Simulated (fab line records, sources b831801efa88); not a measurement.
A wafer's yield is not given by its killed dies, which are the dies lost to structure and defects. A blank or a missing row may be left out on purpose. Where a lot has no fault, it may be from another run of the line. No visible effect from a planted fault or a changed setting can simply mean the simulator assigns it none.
Chamber matching :: flow sky130 :: 4 sister chambers for SKY_POLY_CUT_ETCH_11 on rieDiel-03
The step etches Si3N4 in CF4/CH2F2/Ar, stops on poly-Si, time 42.5 s, target depth 60 nm. 4 wafers are shown with their chamber, then 8 later ones without.

== WAFERS WITH THEIR CHAMBER ==
wafer: L439.5
chamber: 3
oesProductAu (a.u.): 0.829

wafer: L442.1
chamber: 1
oesProductAu (a.u.): 0.832

wafer: L442.5
chamber: 2
oesProductAu (a.u.): 0.825

wafer: L443.2
chamber: 0
oesProductAu (a.u.): 0.841

== WAFERS WITH NO CHAMBER GIVEN ==
wafer: L443.5
oesProductAu (a.u.): 0.826

wafer: L443.6
oesProductAu (a.u.): 0.829

wafer: L449.1
oesProductAu (a.u.): 0.834

wafer: L449.3
oesProductAu (a.u.): 0.825

wafer: L449.4
oesProductAu (a.u.): 0.835

wafer: L451.2
oesProductAu (a.u.): 0.826

wafer: L451.3
oesProductAu (a.u.): 0.831

wafer: L451.5
oesProductAu (a.u.): 0.837

== EACH ONE'S CHAMBER ==
wafer: L443.5
from the rows above: can't be placed: 2 or 3
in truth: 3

wafer: L443.6
from the rows above: can't be placed: 3 or 1
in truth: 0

wafer: L449.1
from the rows above: can't be placed: 1 or 3
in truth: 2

wafer: L449.3
from the rows above: 2
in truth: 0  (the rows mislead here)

wafer: L449.4
from the rows above: can't be placed: 1 or 0 or 3
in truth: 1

wafer: L451.2
from the rows above: can't be placed: 2 or 3
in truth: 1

wafer: L451.3
from the rows above: can't be placed: 1 or 3
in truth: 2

wafer: L451.5
from the rows above: can't be placed: 0 or 1
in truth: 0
Correct placement for 0 of the 8. Unplaceable from these rows: 7, with the true chamber sitting among the candidates in 3. 1 placed wrongly.
How it was worked out, from the rows above alone: a wafer's distance from a chamber is the root of the sum, over the readings, of the square of ((its reading less the chamber's mean) divided by the reading's scatter). The wafer belongs to the nearest chamber; if the next one is less than 2 further off, it can't be placed. For every chamber, the mean is computed from those of its wafers that are shown. The scatter: root of mean squared gap, hidden wafer to nearest shown wafer, with one shown wafer a chamber.
